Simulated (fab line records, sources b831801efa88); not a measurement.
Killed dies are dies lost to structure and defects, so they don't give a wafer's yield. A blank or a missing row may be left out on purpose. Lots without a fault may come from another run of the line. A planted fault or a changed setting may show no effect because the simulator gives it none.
Which tool did it? | flow sfq_line | 15 lots, 45 wafers sampled, at 5 steps of a route of 325

WHAT THE GAUGES READ, wafer by wafer
SFQ_I3_OVL_MEAS_923.
lot  | measured     | on         | I3_OVL (nm)
L838 | day 36 15:19 | overlay-01 | -9 -3 -12
L839 | day 38 06:19 | overlay-01 | 2 -11 -1
L840 | day 38 09:51 | overlay-02 | -6 -11 2
L842 | day 38 16:37 | overlay-02 | 0 -7 -2
L843 | day 42 04:08 | overlay-01 | -10 -10 -7
L845 | day 43 18:39 | overlay-01 | -2 -7 -2
L846 | day 44 19:58 | overlay-02 | -5 1 -7
L847 | day 44 22:22 | overlay-01 | -14 -7 -12
L848 | day 45 01:58 | overlay-02 | -6 4 2
L853 | day 47 04:52 | overlay-01 | 1 2 -1
L854 | day 47 06:04 | overlay-02 | 8 3 7
L855 | day 47 10:52 | overlay-02 | 7 1 4
L856 | day 47 14:28 | overlay-01 | 6 0 1
L857 | day 47 18:04 | overlay-01 | 3 5 7
L860 | day 49 01:16 | overlay-01 | -14 -5 -4

SFQ_M4_RS_MEAS_924: measures by four-point-probe.
lot  | measured     | on            | M4_NB_RS (ohm/sq)
L838 | day 36 16:26 | film_metro-01 | 0.887 0.885 0.885
L839 | day 38 07:25 | film_metro-02 | 0.896 0.911 0.910
L840 | day 38 10:56 | film_metro-02 | 0.901 0.902 0.883
L842 | day 38 17:42 | film_metro-04 | 0.880 0.879 0.887
L843 | day 42 05:16 | film_metro-02 | 0.879 0.881 0.881
L845 | day 43 19:46 | film_metro-04 | 0.901 0.895 0.903
L846 | day 44 21:04 | film_metro-01 | 1.094 1.075 1.071
L847 | day 44 23:29 | film_metro-02 | 0.905 0.893 0.895
L848 | day 45 03:04 | film_metro-02 | 1.074 1.072 1.071
L853 | day 47 05:57 | film_metro-02 | 1.092 1.092 1.108
L854 | day 47 07:10 | film_metro-01 | 0.887 0.885 0.892
L855 | day 47 11:59 | film_metro-04 | 0.899 0.902 0.904
L856 | day 47 15:33 | film_metro-02 | 0.894 0.893 0.891
L857 | day 47 19:10 | film_metro-02 | 0.901 0.869 0.890
L860 | day 49 02:22 | film_metro-02 | 0.883 0.892 0.890

WHICH TOOL RAN EACH LOT (tool, then ch and the chambers of the sampled wafers, then the start)
lot  | SFQ_TRILAYER_M2_BARC_OPEN_METAL_ETCH_077 | SFQ_TRILAYER_I3_VIA_STRIP_STRIP_089 | SFQ_TRILAYER_M4_DEP_SPUTTER_091
L838 | rie_metal-04 ch 0,1, day 17 02:04        | rie_metal-04 ch 0,1, day 36 15:42   | pvd_sputter-05, day 36 16:18
L839 | rie_metal-04 ch 0,1, day 20 05:44        | rie_metal-03 ch 0,1, day 38 06:30   | pvd_sputter-04, day 38 07:18
L840 | rie_metal-04 ch 0,1, day 20 20:08        | rie_metal-04 ch 0,1, day 38 10:02   | pvd_sputter-03, day 38 10:50
L842 | rie_metal-01 ch 0,1, day 27 15:55        | rie_metal-04 ch 0,1, day 38 16:47   | pvd_sputter-05, day 38 17:35
L843 | rie_metal-04 ch 0,1, day 28 11:39        | rie_metal-04 ch 0,1, day 42 04:30   | pvd_sputter-05, day 42 05:06
L845 | rie_metal-01 ch 0,1, day 29 18:51        | rie_metal-03 ch 0,1, day 43 19:02   | pvd_sputter-03, day 43 19:38
L846 | rie_metal-01 ch 0,1, day 30 12:50        | rie_metal-02 ch 0,1, day 44 20:09   | pvd_sputter-05, day 44 20:58
L847 | rie_metal-01 ch 0,1, day 30 20:03        | rie_metal-03 ch 0,1, day 44 22:45   | pvd_sputter-03, day 44 23:21
L848 | rie_metal-04 ch 0,1, day 30 21:14        | rie_metal-02 ch 0,1, day 45 02:09   | pvd_sputter-05, day 45 02:57
L853 | rie_metal-03 ch 0,1, day 33 06:49        | rie_metal-02 ch 1, day 47 05:03     | pvd_sputter-05, day 47 05:51
L854 | rie_metal-04 ch 0,1, day 33 08:01        | rie_metal-03 ch 0,1, day 47 06:15   | pvd_sputter-04, day 47 07:03
L855 | rie_metal-01 ch 0,1, day 33 11:38        | rie_metal-04 ch 0,1, day 47 11:15   | pvd_sputter-03, day 47 11:51
L856 | rie_metal-01 ch 0,1, day 33 14:25        | rie_metal-03 ch 0,1, day 47 14:39   | pvd_sputter-04, day 47 15:27
L857 | rie_metal-03 ch 0,1, day 33 18:01        | rie_metal-02 ch 0,1, day 47 18:15   | pvd_sputter-03, day 47 19:03
L860 | rie_metal-03 ch 0,1, day 34 08:13        | rie_metal-04 ch 0,1, day 49 01:27   | pvd_sputter-04, day 49 02:16
- SFQ_TRILAYER_M2_BARC_OPEN_METAL_ETCH_077: etches BARC in O2, target depth 125 nm, time 41.7 s.
- SFQ_TRILAYER_I3_VIA_STRIP_STRIP_089: strips in O2.
- SFQ_TRILAYER_M4_DEP_SPUTTER_091: material Nb, target thk 200 nm, time 133.3 s.

WHAT THE TOOLS THEMSELVES READ (means of the sampled wafers that have a number; where no wafer has one, the mark that the record gives instead)
SFQ_TRILAYER_M2_BARC_OPEN_METAL_ETCH_077.
lot  | tool         | drypump_motor_current_A (A) | oes_product_au (a.u.)
L838 | rie_metal-04 | 5.14                        | 0.686
L839 | rie_metal-04 | 5.23                        | 0.691
L840 | rie_metal-04 | 5.15                        | 0.685
L842 | rie_metal-01 | 5.68                        | 0.687
L843 | rie_metal-04 | 5.23                        | 0.686
L845 | rie_metal-01 | 5.69                        | 0.684
L846 | rie_metal-01 | 5.67                        | 0.685
L847 | rie_metal-01 | 5.69                        | 0.685
L848 | rie_metal-04 | 5.21                        | 0.688
L853 | rie_metal-03 | 5.43                        | 0.686
L854 | rie_metal-04 | 5.20                        | 0.684
L855 | rie_metal-01 | 5.51                        | 0.684
L856 | rie_metal-01 | 5.52                        | 0.681
L857 | rie_metal-03 | 5.33                        | 0.687
L860 | rie_metal-03 | 5.35                        | 0.682

SFQ_TRILAYER_I3_VIA_STRIP_STRIP_089.
lot  | tool         | drypump_motor_current_A (A) | oes_product_au (a.u.)
L838 | rie_metal-04 | 5.22                        | 0.994
L839 | rie_metal-03 | 5.33                        | 0.997
L840 | rie_metal-04 | 5.15                        | 1.006
L842 | rie_metal-04 | 5.21                        | 0.996
L843 | rie_metal-04 | 5.15                        | 1.000
L845 | rie_metal-03 | 5.43                        | 1.012
L846 | rie_metal-02 | 5.02                        | 1.009
L847 | rie_metal-03 | 5.33                        | 0.999
L848 | rie_metal-02 | 5.35                        | 0.994
L853 | rie_metal-02 | 4.69                        | 1.017
L854 | rie_metal-03 | 5.34                        | 1.002
L855 | rie_metal-04 | 5.21                        | 0.988
L856 | rie_metal-03 | 5.43                        | 1.012
L857 | rie_metal-02 | 5.33                        | 0.996
L860 | rie_metal-04 | 5.22                        | 1.002

SFQ_TRILAYER_M4_DEP_SPUTTER_091.
lot  | tool           | resputter_cathode_voltage_v (V) | substrate_temp_c (C) | throttle_valve_pct (%)
L838 | pvd_sputter-05 | 401                             | 19.97                | 29.5
L839 | pvd_sputter-04 | 401                             | 20.02                | 30.5
L840 | pvd_sputter-03 | 402                             | 20.02                | 30.1
L842 | pvd_sputter-05 | 403                             | 19.95                | 29.4
L843 | pvd_sputter-05 | 402                             | 19.97                | 29.4
L845 | pvd_sputter-03 | 399                             | 19.87                | 30.0
L846 | pvd_sputter-05 | 397                             | 19.96                | 29.4
L847 | pvd_sputter-03 | 402                             | 19.92                | 29.8
L848 | pvd_sputter-05 | 399                             | 20.07                | 29.3
L853 | pvd_sputter-05 | 400                             | 20.06                | 29.5
L854 | pvd_sputter-04 | 401                             | 19.95                | 29.9
L855 | pvd_sputter-03 | 394                             | 19.99                | 30.9
L856 | pvd_sputter-04 | 400                             | 19.95                | 30.5
L857 | pvd_sputter-03 | 403                             | 20.00                | 31.2
L860 | pvd_sputter-04 | 401                             | 20.00                | 30.2

THE ANSWER, worked out from the rows above alone
Rule: what is usual is taken from the lots themselves. Put in order of their means at a reading, lots are off if they are a third of the lots or fewer, leave a main group of 4 or more, and stand apart from it by a gap of 3 or more times the standard deviation of the main group's means; of several such gaps the widest counts. A main group whose means are all the same, to the digits that the tables above print for the reading, isn't used. A lot without any number at a reading at which 4 lots or more have one is off too. The other lots that the step has rows for count as sound. The gauges are gone through in route order, then the tools' own readings, and for those a lot's mean is taken as printed above. The first step at which some lot is off is used, and at that step the reading that is off furthest; a lot without a number counts as furthest.
Off: L846, L848, L853, at SFQ_M4_RS_MEAS_924 (M4_NB_RS). The main group: mean 0.892 ohm/sq, standard deviation 0.0077.
A tool fits if, at a process step before that reading, it ran every lot that is off, and no sound lot after the first of them. The gauges at SFQ_M4_RS_MEAS_924 are tried like those tools. One fits: pvd_sputter-05 at SFQ_TRILAYER_M4_DEP_SPUTTER_091. Its last sound lot is L843 (day 42 05:06), its first lot that is off L846 (day 44 20:58): a fault that began between those two fits.

WHAT THE SIMULATOR HAD PUT IN
Site profile drift: pvd_sputter-05, from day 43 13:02 on, at SFQ_TRILAYER_M4_DEP_SPUTTER_091. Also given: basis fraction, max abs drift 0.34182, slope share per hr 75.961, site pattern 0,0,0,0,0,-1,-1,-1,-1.
Lots struck among those shown: L846, L848, L853. The rule above found the same.
